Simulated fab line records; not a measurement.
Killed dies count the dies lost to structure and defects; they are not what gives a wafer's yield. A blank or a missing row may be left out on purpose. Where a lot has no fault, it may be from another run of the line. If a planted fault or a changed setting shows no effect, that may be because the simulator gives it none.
A lot that was struck, set against a sound lot + flow sky130 + 17 steps out of a route of 708
Sound: the wafers L504.3, L504.4, L504.6. Struck: wafers L503.3, L503.5. (L503.2 of the same lot was not struck and is left out.) The cause comes at the end.
Each step with rows lists, per side, the tool, then ch with its chambers, then its first start. Under that, the readings that differ: sound wafers + struck wafers + difference of the means + sigmas: that difference in standard deviations of wafers without a fault.
alike: a reading whose means differ by less than 2 such deviations, as well as words and numbers matching on both sides. not compared: withheld readings; readings where some wafer has no value; bounds like >300 that might hide an equal value; numbers whose values overlap and for which the record gives no deviation.
A row with sigmas, a row that says differs or no value, or rows on one side alone: a step with any of these is where the two part. Non-overlapping numbers with no deviation appear without sigmas and do not part them. A reading missing from all wafers of one side parts the sides only when that side holds two or more wafers.

SKY_VIA2_CMP_02: polishes SiO2.
  sound on cmp-01 ch 1,3, day 36 18:31; struck on cmp-02 ch 2, day 36 09:34
  alike: motorCurrentA
SKY_VIA2_BOW_MEAS_03:
  struck on filmMetro-03, day 36 09:50; sound on filmMetro-01, day 36 18:48
  alike: VIA2_BOW
then, 8 steps without rows for these wafers: SKY_VIA2_DEHYDRATE_04 (time 60 s); SKY_VIA2_HMDS_05 (prime time 60 s); SKY_VIA2_COAT_06 (resist thk 60 nm); SKY_VIA2_COAT_07 (resist thk 450 nm); SKY_VIA2_SOFTBAKE_08 (time 90 s); SKY_VIA2_EXPOSE_09 (exposes mask VIM2, target cd 200 nm); SKY_VIA2_PEB_10; SKY_VIA2_DEVELOP_11 (develop time 60 s).
SKY_VIA2_CD_MEAS_12 targets a cd of 200 nm.
  struck on cdSem-01, day 37 12:29; sound on cdSem-01, day 37 21:29
| reading   | sound             | struck      | difference | sigmas |
|-----------|-------------------|-------------|------------|--------|
| cdNm (nm) | 203.9 204.0 202.2 | 198.1 198.0 | -5.3       | -3     |
SKY_VIA2_OVL_MEAS_13:
  struck on overlay-01, day 37 12:35; sound on overlay-02, day 37 21:34
  alike: VIA2_OVL
SKY_VIA2_ETCH_14: etches BARC in N2/H2, stops on SiO2, time 45.9 s, target depth 60 nm.
  sound on rieDiel-03 ch 0,1,2, day 37 21:35; struck on rieDiel-04 ch 0, day 37 12:37
| reading                                    | sound             | struck      | difference | sigmas |
|--------------------------------------------|-------------------|-------------|------------|--------|
| drypumpMotorCurrentA (A)                   | 4.8 5.4 4.8       | 6.4 6.4     | +1.4       | +2     |
| oesProductAu (a.u.)                        | 0.851 0.859 0.858 | 0.829 0.826 | -0.029     | -6     |
| model.KrF-thick_of_VIA2_COAT_07.thkNm (nm) | 397 395.2 396.5   | 406.6 408.1 | +11.1      |        |
| model.etch.depthNm (nm)                    | 60.17 60.18 60.24 | 55.52 55.85 | -4.51      |        |
  alike: throttleValvePct
  not compared: rfHoursCounterH
SKY_VIA2_ETCH_15: etches SiO2 in C4F8/O2/Ar, stops on TiN, target depth 546 nm, time 84 s.
  sound on rieDiel-03 ch 0,1,2, day 37 21:38; struck on rieDiel-04 ch 0, day 37 12:39
| reading                                    | sound             | struck      | difference | sigmas |
|--------------------------------------------|-------------------|-------------|------------|--------|
| oesProductAu (a.u.)                        | 0.940 0.935 0.943 | 0.875 0.901 | -0.051     | -11    |
| model.KrF-thick_of_VIA2_COAT_07.thkNm (nm) | 291.5 289.1 289.5 | 296 297.4   | +7         |        |
  not compared: rfHoursCounterH
SKY_VIA2_STRIP_16: strips in O2/N2.
  sound on plasmaAsher-03 ch 0,1, day 37 21:44; struck on plasmaAsher-02 ch 0, day 37 12:43
| reading                  | sound             | struck      | difference | sigmas |
|--------------------------|-------------------|-------------|------------|--------|
| stripTimeToEndpointS (s) | 4.141 4.123 4.110 | 4.188 4.192 | +0.065     | +2     |
  alike: drypumpMotorCurrentA, o2FlowSccm, oesProductAu
  not compared: rfHoursCounterH
then, 1 step without rows for these wafers: SKY_VIA2_STRIP_17 (strips in post etch residue remover, time 1200 s).
-- the record jumps here: 9 days lie between the struck wafers' starts before and after (it left off in module VIA2 and takes up again in module PAD_OPEN, whose first step shown is number 708 of the route) --
SKY_PAD_OPEN_PROBE_99:
  struck on prober-01, day 46 19:01; sound on prober-02, day 46 23:58
| reading                               | sound             | struck      | difference | sigmas |
|---------------------------------------|-------------------|-------------|------------|--------|
| defectLimitedYield (%)                | 80.9 82.9 82.9    | 75.4 73.0   | -8.0       | -4     |
| killed_at_M0_to_M3                    | 48 40 37          | 85 92       | +47        | +7     |
| killedDies                            | 94 84 84          | 121 133     | +40        | +4     |
| sort_bin_5_function (%)               | 11.2 11.4 9.6     | 17.9 19.1   | +7.8       | +6     |
| sortNPass                             | 398 408 408       | 371 359     | -40        | -4     |
| sortYieldPct (%)                      | 80.9 82.9 82.9    | 75.4 73.0   | -8.0       | -4     |
| model.etest.tester.sortNPass          | 398 408 408       | 371 359     | -40        |        |
| model.etest.tester.sort_bin_5_pct (%) | 11.18 11.38 9.553 | 17.89 19.11 | +7.80      |        |
| model.etest.tester.sortYieldPct (%)   | 80.89 82.93 82.93 | 75.41 72.97 | -8.06      |        |
| model.etest.via2Chain.rcOhm           | 9.514 10.33 10.09 | 12.84 12.63 | +2.76      |        |
  alike: killed_at_M4_up, killedAtContacts, killedAtFrontEnd, killedAtOther, killedOnRim, killedOpen, killedShort, sort_bin_3_pad_short, sort_bin_6_memory

== WHERE THEY PART ==
Earliest at SKY_VIA2_CD_MEAS_12; latest, in this record, at SKY_PAD_OPEN_PROBE_99.

WHY: what had been put in by the simulator
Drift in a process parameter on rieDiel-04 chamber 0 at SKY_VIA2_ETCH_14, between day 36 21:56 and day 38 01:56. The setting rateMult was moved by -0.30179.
